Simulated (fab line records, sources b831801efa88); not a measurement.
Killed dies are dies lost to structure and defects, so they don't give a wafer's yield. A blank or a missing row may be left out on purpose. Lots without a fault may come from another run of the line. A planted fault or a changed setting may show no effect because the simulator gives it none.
Chamber matching | flow gf180mcu | GF_CONTACT_CMP_04 on cmp-02: 4 sister chambers
The step polishes SiO2. 14 wafers are shown with their chamber, then 7 later ones without.

WAFERS WITH THEIR CHAMBER
wafer  | chamber | motor_current_A (A) | time_to_endpoint_s (s)
L282.1 | 2       | 11.9                | 112
L282.3 | 3       | 11.1                | 114
L282.6 | 2       | 11.4                | 118
L284.1 | 0       | 11.1                | 111
L284.3 | 2       | 11.4                | 109
L284.5 | 3       | 11.0                | 121
L289.1 | 0       | 11.2                | 115
L289.3 | 2       | 11.3                | 119
L289.4 | 1       | 11.1                | 113
L301.2 | 1       | 11.9                | 102
L301.4 | 3       | 10.7                | 111
L301.6 | 3       | 10.8                | 114
L303.1 | 0       | 11.1                | 101
L303.4 | 2       | 11.1                | 107

SIGNATURES (means of the wafers above)
reading            | chamber 0 | chamber 1 | chamber 2 | chamber 3 | scatter within a chamber
motor_current_A    | 11.133    | 11.500    | 11.420    | 10.900    | 0.278
time_to_endpoint_s | 109.00    | 107.50    | 113.00    | 115.00    | 5.77
Rule: a wafer's distance from a chamber is the root of the sum, over the readings, of the square of ((its reading less the chamber's mean) divided by the reading's scatter). The wafer belongs to the nearest chamber; if the next one is less than 2 further off, it can't be placed. The scatter: the root of (the sum of the squares of (reading less its chamber's mean) over the shown wafers, divided by (wafers less chambers)).

WAFERS WITHOUT THEIR CHAMBER
wafer  | motor_current_A (A) | time_to_endpoint_s (s)
L303.5 | 11.3                | 109
L304.2 | 11.5                | 97
L304.3 | 11.5                | 106
L304.6 | 10.9                | 99
L305.1 | 11.9                | 99
L305.5 | 11.6                | 108
L305.6 | 10.8                | 117

WHICH CHAMBER EACH WENT THROUGH
wafer  | from the rows above               | in truth
L303.5 | can't be placed: 0 or 1 or 2 or 3 | 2
L304.2 | can't be placed: 1 or 0 or 2 or 3 | 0
L304.3 | can't be placed: 1 or 2 or 0      | 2
L304.6 | can't be placed: 0 or 1 or 3 or 2 | 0
L305.1 | can't be placed: 1 or 2 or 0      | 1
L305.5 | can't be placed: 1 or 2 or 0      | 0
L305.6 | can't be placed: 3 or 0 or 2      | 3
Placed correctly: 0 of 7. Can't be placed from these rows: 7 (the true chamber is among the candidates in 7). Placed wrongly: 0.
